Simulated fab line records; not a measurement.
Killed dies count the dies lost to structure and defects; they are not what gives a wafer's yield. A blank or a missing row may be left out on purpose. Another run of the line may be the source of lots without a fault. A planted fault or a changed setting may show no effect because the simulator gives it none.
Comparing a struck lot with a sound one	flow sky130	38 out of 708 route steps
Sound: the wafers L297.1, L297.2, L297.3. Struck: wafers L288.1, L288.2, L288.5. The cause comes at the end.
Per side, at each step with rows, come the tool, then ch with its chambers, and then its first start. Under that, the readings that differ: sound wafers	struck wafers	difference of the means	sigmas: that difference in standard deviations of wafers without a fault.
alike: readings with means less than 2 such deviations apart, plus words and numbers identical on both sides. not compared: withheld readings, readings lacking a value on some wafer, bounds such as >300 that could conceal the same value, and numbers that have no deviation in the record and whose values overlap.
The two part at a step that has a row with sigmas, a row that says differs or no value, or rows on one side only. Numbers that don't overlap but have no deviation are shown without sigmas and don't part them. A reading that every wafer of one side lacks parts them only if that side has two wafers or more.

first, 10 steps without rows for these wafers: SKY_GATE_OXIDE_COAT_05 (resist thk 1162 nm); SKY_GATE_OXIDE_SOFTBAKE_06 (time 60 s); SKY_GATE_OXIDE_EXPOSE_07 (exposes mask LVOM, target cd 600 nm); SKY_GATE_OXIDE_PEB_08; SKY_GATE_OXIDE_DEVELOP_09 (develop time 60 s); SKY_GATE_OXIDE_IMPLANT_11; SKY_GATE_OXIDE_WET_ETCH_12 (etches SiO2 in dHF, target depth 16.8 nm, time 336 s); SKY_GATE_OXIDE_STRIP_13 (strips in O2/N2); SKY_GATE_OXIDE_CLEAN_15 (cleans in SC1/SC2, time 150 s); SKY_GATE_OXIDE_OXIDATION_16 (stabilise 600 s, purge 300 s, target thk 3.57 nm).
SKY_POLY_GATE_CVD_00: deposits poly-Si, target thk 180 nm, time 720 s.
  sound on lpcvd-01 ch 1, day 21 02:52; struck on lpcvd-01 ch 1, day 17 18:26
reading	sound	struck	difference	sigmas
model.poly-Si_of_POLY_GATE_CVD_00.thk-nm (nm)	178.7 178.4 179.3	244.2 245.8 246.9	+66.8	
  alike: zone-power-lower-pct
SKY_POLY_GATE_THK_MEAS_01:
  sound on film-metro-02, day 21 04:04; struck on film-metro-03, day 17 19:38
reading	sound	struck	difference	sigmas
POLY_GATE_CVD_00_THK (nm)	178.7 178.3 179.3	244.4 245.7 246.8	+66.9	+42
then, 21 steps without rows for these wafers: SKY_RES_PROTECT_DEHYDRATE_00 (time 60 s); SKY_RES_PROTECT_HMDS_01 (prime time 60 s); SKY_RES_PROTECT_COAT_02 (resist thk 1140 nm); SKY_RES_PROTECT_SOFTBAKE_03 (time 60 s); SKY_RES_PROTECT_EXPOSE_04 (exposes mask RPM, target cd 1270 nm); SKY_RES_PROTECT_PEB_05; SKY_RES_PROTECT_DEVELOP_06 (develop time 60 s); SKY_POLY_GATE_IMPLANT_02; SKY_RES_PROTECT_STRIP_07 (strips in O2/N2); SKY_RES_PROTECT_CLEAN_09 (cleans in SC1/SC2, time 150 s); SKY_POLY_GATE_CVD_03 (deposits Si3N4 from DCS/NH3, target thk 75 nm, time 1290 s); SKY_POLY_GATE_DEHYDRATE_05 (time 60 s); SKY_POLY_GATE_HMDS_06 (prime time 60 s); SKY_POLY_GATE_COAT_07 (resist thk 110 nm); SKY_POLY_GATE_COAT_08 (resist thk 450 nm); SKY_POLY_GATE_SOFTBAKE_09 (time 90 s); SKY_POLY_GATE_EXPOSE_10 (exposes mask P1M, target cd 150 nm); SKY_POLY_GATE_PEB_11; SKY_POLY_GATE_DEVELOP_12 (develop time 60 s); SKY_POLY_GATE_ETCH_15 (etches BARC in N2/H2, stops on SiO2, time 118.5 s, target depth 110 nm); SKY_POLY_GATE_ETCH_16 (etches Si3N4 in CH3F/O2, stops on poly-Si, time 147.5 s, target depth 75 nm).
-- the record jumps here: 3 days lie between the struck wafers' starts before and after --
SKY_POLY_GATE_ETCH_17: etches poly-Si in HBr/Cl2, stops on SiO2, target depth 180 nm, time 70.5 s.
  sound on rie-si-01 ch 1,2,3, day 23 17:21; struck on rie-si-02 ch 1,3, day 20 10:58
  alike: bias-w, chamber-pressure-mTorr, drypump-motor-current-A, he-backside-leak-sccm, oes-product-au, rf-fwd-power-W, throttle-valve-pct
  not compared: rf-hours-counter-h, model.POLY_GATE.feature-depth-nm, model.etch.depth-nm
then, 2 steps without rows for these wafers: SKY_POLY_GATE_STRIP_18 (strips in O2/N2); SKY_POLY_GATE_CLEAN_19 (cleans in SC1/SC2, time 150 s).
-- record jumps: 8 days separate the struck wafers' starts on either side; left off in module POLY_GATE, taken up again in module POLY_CUT, whose first shown step is the route's number 318 --
SKY_POLY_CUT_ETCH_11: etches Si3N4 in CF4/CH2F2/Ar, stops on poly-Si, time 43.17 s, target depth 60 nm.
  sound on rie-diel-01 ch 0,1,2, day 31 04:59; struck on rie-diel-04 ch 1,2, day 28 06:30
reading	sound	struck	difference	sigmas
drypump-motor-current-A (A)	5.1 4.9 5.8	6.3 6.4 6.4	+1.1	+2
model.poly-Si_of_POLY_GATE_CVD_00.thk-nm (nm)	177.8 177.6 178.4	243.3 245 246	+66.8	
  alike: chamber-pressure-mTorr, oes-product-au, throttle-valve-pct
  not compared: rf-hours-counter-h
-- record jumps: 20 days separate the struck wafers' starts on either side; left off in module POLY_CUT, taken up again in module PAD_OPEN, whose first shown step is the route's number 708 --
SKY_PAD_OPEN_PROBE_99:
  sound on prober-02, day 50 11:57; struck on prober-01, day 48 12:50
reading	sound	struck	difference	sigmas
model.etest.res-xhigh-po.line-ohm-um	5788 5876 5754	6761 6790 6672	+935	
model.etest.res-xhigh-po.rs-ohm-sq	1994 2012 1993	2358 2383 2305	+349	
model.etest.tip-sonos.rs-ohm-sq	2679 2667 2730	2784 2788 2777	+91	
model.etest.res-high-po.line-ohm-um	752.6 763 731.6	646.6 649.2 639.7	-103.9	
model.etest.res-poly.line-ohm-um	523.3 540.1 529.1	441 439.3 438.9	-91	
model.etest.licon-high-po.rc-ohm	339.1 356.8 355.9	414.6 434.9 428	+75.2	
model.etest.res-high-po.rs-ohm-sq	262.8 264.1 258.9	228.6 229 222.7	-35.2	
model.etest.licon-poly.rc-ohm	158.5 153.6 158.4	171.6 175.1 171.9	+16.0	

WHERE THEY PART
First at SKY_POLY_GATE_THK_MEAS_01; last, within this record, at SKY_POLY_CUT_ETCH_11.

WHY: what had been put in by the simulator
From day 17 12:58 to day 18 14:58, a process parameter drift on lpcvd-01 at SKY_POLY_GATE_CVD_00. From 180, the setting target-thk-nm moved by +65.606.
